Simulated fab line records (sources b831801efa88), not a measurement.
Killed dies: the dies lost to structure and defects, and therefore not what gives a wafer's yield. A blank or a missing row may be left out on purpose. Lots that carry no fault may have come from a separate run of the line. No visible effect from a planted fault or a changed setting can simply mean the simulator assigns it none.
A lot that was struck, set against a sound lot :: flow sky130 :: 16 steps out of a route of 708
Sound: these wafers, L614.1, L614.2, L614.4. The struck wafers were L611.3, L611.4, L611.6. The cause is named last.
At each step with rows: each side's tool, then ch and its chambers, then its first start. Under that, the readings that differ: sound wafers :: struck wafers :: difference of the means :: sigmas: that difference in standard deviations of wafers without a fault.
alike: readings with means less than 2 such deviations apart, plus words and numbers identical on both sides. not compared: withheld readings, readings lacking a value on some wafer, bounds such as >300 that could conceal the same value, and numbers that have no deviation in the record and whose values overlap.
A row with sigmas, a row that says differs or no value, or rows on one side alone: a step with any of these is where the two part. Non-overlapping numbers with no deviation appear without sigmas and do not part them. Lack of a reading on every wafer of one side parts them only where that side has two or more wafers.

first, 5 steps without rows for these wafers: SKY_SONOS_TUNNEL_COAT_02 (resist thk 1140 nm); SKY_SONOS_TUNNEL_SOFTBAKE_03 (time 60 s); SKY_SONOS_TUNNEL_EXPOSE_04 (exposes mask TUNM, target cd 410 nm); SKY_SONOS_TUNNEL_PEB_05; SKY_SONOS_TUNNEL_DEVELOP_06 (develop time 60 s).
SKY_SONOS_TUNNEL_CD_MEAS_07: target cd 410 nm.
  sound on cd sem-02 at day 14 23:58; struck on cd sem-01 at day 13 22:47
  alike: cd nm
SKY_SONOS_TUNNEL_OVL_MEAS_08:
  sound on overlay-01 at day 15 00:05; struck on overlay-01 at day 13 22:53
reading: SONOS_TUNNEL_OVL (nm)
sound: -0.4 -1.1 0.9
struck: -4.3 -3.0 -3.9
difference: -3.5
sigmas: -2
then, 3 steps without rows for these wafers: SKY_SONOS_TUNNEL_IMPLANT_09; SKY_SONOS_TUNNEL_WET_ETCH_10 (etches SiO2 in dHF, target depth 14 nm, time 280 s); SKY_SONOS_TUNNEL_STRIP_11 (strips in SPM, time 600 s).
SKY_SONOS_TUNNEL_TW_MEAS_12:
  sound on film metro-04 at day 15 00:32; struck on film metro-03 at day 13 23:20
  alike: SONOS_TUNNEL_TW
then, 1 step without rows for these wafers: SKY_SONOS_TUNNEL_CLEAN_13 (cleans in dHF, time 20 s).
SKY_SONOS_ONO_OXIDATION_00: stabilise 600 s, purge 300 s, target thk 2.6 nm.
  sound on furnace-02 ch 0, day 15 00:38; struck on furnace-01 ch 0, day 14 00:49
reading: model.SiO2_of_SONOS_ONO_OXIDATION_00.thk nm (nm)
sound: 2.652 2.616 2.657
struck: 2.896 2.864 2.873
difference: +0.236
sigmas: 
  alike: ox temp c, spike tc bottom C
SKY_SONOS_ONO_THK_MEAS_01:
  sound on film metro-03 at day 15 01:59; struck on film metro-01 at day 14 02:10
reading: SONOS_ONO_OXIDATION_THK (nm)
sound: 2.61 2.62 2.68
struck: 2.88 2.85 2.86
difference: +0.23
sigmas: +4
then, 1 step without rows for these wafers: SKY_SONOS_ONO_CVD_02 (deposits Si3N4 from DCS/NH3, target thk 10.5 nm, time 180 s).
-- the record jumps here: 35 days lie between the struck wafers' starts before and after (it left off in module SONOS_ONO and takes up again in module PAD_OPEN, whose first step shown is number 708 of the route) --
SKY_PAD_OPEN_PROBE_99:
  sound on prober-02 at day 49 05:07; struck on prober-02 at day 48 22:36
reading: model.etest.cap ono.gate log10 a cm2
sound: -8.238 -8.341 -8.305
struck: -8.775 -8.628 -8.64
difference: -0.386
sigmas: 

reading: model.etest.cap ono.tox acc nm (nm)
sound: 13.13 13.22 13.14
struck: 13.48 13.39 13.43
difference: +0.27
sigmas: 

reading: model.etest.sonos erased.vt v (V)
sound: -2.121 -2.126 -2.097
struck: -1.816 -1.963 -1.913
difference: +0.217
sigmas: 
  alike: killed_at_M0_to_M3, killed_at_M4_up, killed at contacts, killed at front end, killed at other, killed dies, killed open, killed short
  not compared: model.etest.sonos baked.vt less v

## WHERE THEY PART
At SKY_SONOS_TUNNEL_OVL_MEAS_08 first; at SKY_SONOS_ONO_THK_MEAS_01 last (within this record only). Later steps at which nothing parts them and some readings are alike: SKY_PAD_OPEN_PROBE_99.

WHY: whatever the simulator had introduced
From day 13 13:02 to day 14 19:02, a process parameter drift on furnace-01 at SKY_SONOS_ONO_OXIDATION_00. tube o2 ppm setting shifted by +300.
